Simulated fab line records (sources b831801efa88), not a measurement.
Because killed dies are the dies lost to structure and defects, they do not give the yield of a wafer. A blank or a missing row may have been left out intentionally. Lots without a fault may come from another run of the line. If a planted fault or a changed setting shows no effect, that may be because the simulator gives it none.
What tool caused it?    flow sky130    14 lots, 42 wafers sampled, at 3 steps of a route of 708

WHAT THE GAUGES READ, wafer by wafer
No reading from a measuring or inspecting step in the record can be judged against a usual standard deviation.

WHICH TOOL RAN EACH LOT (tool, then ch and the chambers of the sampled wafers, then the start)
lot   SKY_VIA2_PEB_10                   SKY_VIA2_ETCH_14                   SKY_VIA2_SPUTTER_20
L333  lithoTrack-04 ch 0, day 37 10:00  rieDiel-04 ch 2,3, day 37 11:26    pvdSputter-03, day 37 12:08
L335  lithoTrack-03 ch 0, day 38 00:00  rieDiel-02 ch 0,1,3, day 38 00:45  pvdSputter-02, day 38 01:29
L336  lithoTrack-04 ch 0, day 38 01:00  rieDiel-01 ch 0,1,2, day 38 01:55  pvdSputter-04, day 38 02:37
L337  lithoTrack-01 ch 0, day 38 05:00  rieDiel-02 ch 2,3, day 38 05:41    pvdSputter-02, day 38 06:25
L338  lithoTrack-01 ch 0, day 38 09:00  rieDiel-01 ch 1,3, day 38 10:23    pvdSputter-04, day 38 11:05
L339  lithoTrack-01 ch 0, day 38 17:00  rieDiel-04 ch 1,2,3, day 38 17:53  pvdSputter-02, day 38 18:35
L340  lithoTrack-01, day 39 13:00       rieDiel-02 ch 1,2, day 39 13:41    pvdSputter-04, day 39 14:23
L341  lithoTrack-01, day 39 13:00       rieDiel-01 ch 0,1, day 39 14:20    pvdSputter-04, day 39 15:05
L349  lithoTrack-03 ch 0, day 41 22:00  rieDiel-01 ch 2,3, day 41 22:39    pvdSputter-02, day 41 23:23
L350  lithoTrack-01 ch 0, day 41 22:00  rieDiel-02 ch 0,1,3, day 41 23:11  pvdSputter-04, day 41 23:53
L348  lithoTrack-01 ch 0, day 42 00:00  rieDiel-02 ch 0,2, day 42 00:47    pvdSputter-03, day 42 01:30
L352  lithoTrack-03 ch 0, day 42 12:00  rieDiel-04 ch 0,2,3, day 42 12:36  pvdSputter-03, day 42 13:18
L351  lithoTrack-04 ch 0, day 42 12:00  rieDiel-02 ch 0,1,3, day 42 13:05  pvdSputter-02, day 42 13:48
L353  lithoTrack-01 ch 0, day 43 02:00  rieDiel-04 ch 0,3, day 43 03:14    pvdSputter-03, day 43 03:56
- SKY_VIA2_PEB_10
- SKY_VIA2_ETCH_14: etches BARC in N2/H2, stops on SiO2, time 45.9 s, target depth 60 nm.
- SKY_VIA2_SPUTTER_20: material TiN, target thk 20 nm, time 80 s.

WHAT THE TOOLS THEMSELVES READ (means of the sampled wafers that have a number; where no wafer has one, the mark that the record gives instead)
SKY_VIA2_PEB_10. Usual: exhaustPa 44.9 Pa, standard deviation 0.98.
lot   tool           exhaustPa (Pa)  flag
L333  lithoTrack-04  44.5            
L335  lithoTrack-03  44.6            
L336  lithoTrack-04  45.9            
L337  lithoTrack-01  43.5            
L338  lithoTrack-01  43.9            
L339  lithoTrack-01  45.9            
L340  lithoTrack-01  -               OFF
L341  lithoTrack-01  -               OFF
L349  lithoTrack-03  43.6            
L350  lithoTrack-01  46.1            
L348  lithoTrack-01  44.0            
L352  lithoTrack-03  45.5            
L351  lithoTrack-04  44.7            
L353  lithoTrack-01  43.9            

SKY_VIA2_ETCH_14. Usual: drypumpMotorCurrentA 5.7 A, standard deviation 0.47; oesProductAu 0.855 a.u., standard deviation 0.0051; throttleValvePct 13.225 %, standard deviation 0.0093.
lot   tool        drypumpMotorCurrentA (A)  oesProductAu (a.u.)  throttleValvePct (%)  flag
L333  rieDiel-04  5.3                       0.860                13.228                
L335  rieDiel-02  5.6                       0.852                13.224                
L336  rieDiel-01  5.8                       0.856                13.219                
L337  rieDiel-02  5.7                       0.852                13.225                
L338  rieDiel-01  6.1                       0.856                13.232                
L339  rieDiel-04  5.7                       0.855                13.220                
L340  rieDiel-02  5.5                       0.861                13.217                
L341  rieDiel-01  5.7                       0.851                13.226                
L349  rieDiel-01  6.3                       0.859                13.225                
L350  rieDiel-02  5.6                       0.856                13.224                
L348  rieDiel-02  6.0                       0.854                13.232                
L352  rieDiel-04  5.3                       0.854                13.225                
L351  rieDiel-02  5.6                       0.853                13.226                
L353  rieDiel-04  5.1                       0.859                13.218                

SKY_VIA2_SPUTTER_20. Usual: throttleValvePct 29.7 %, standard deviation 1.2.
lot   tool           throttleValvePct (%)  flag
L333  pvdSputter-03  31.7                  
L335  pvdSputter-02  29.4                  
L336  pvdSputter-04  29.8                  
L337  pvdSputter-02  28.8                  
L338  pvdSputter-04  29.6                  
L339  pvdSputter-02  29.4                  
L340  pvdSputter-04  29.4                  
L341  pvdSputter-04  29.2                  
L349  pvdSputter-02  29.4                  
L350  pvdSputter-04  29.7                  
L348  pvdSputter-03  31.2                  
L352  pvdSputter-03  31.0                  
L351  pvdSputter-02  28.9                  
L353  pvdSputter-03  32.7                  

THE ANSWER, worked out from the rows above alone
Rule: take the mean of a lot's wafers that have a number; if it is more than 3 standard deviations from the usual mean, the lot is off. A lot without any number at a reading at which 4 lots or more have one is off too. All remaining lots with rows at the step are treated as sound. First the gauges in route order, then the tools' own readings, where a lot's mean is used as printed above. At the first step where some lot is off, the reading lying furthest off is the one used; lots without a number count as furthest.
Off: L340, L341, at SKY_VIA2_PEB_10 (exhaustPa). Without a number there: L340, L341.
A tool fits if, at that step or a process step before it, it ran every lot that is off, and no sound lot after the first of them. None of those tried fits.

WHAT THE SIMULATOR HAD INSERTED
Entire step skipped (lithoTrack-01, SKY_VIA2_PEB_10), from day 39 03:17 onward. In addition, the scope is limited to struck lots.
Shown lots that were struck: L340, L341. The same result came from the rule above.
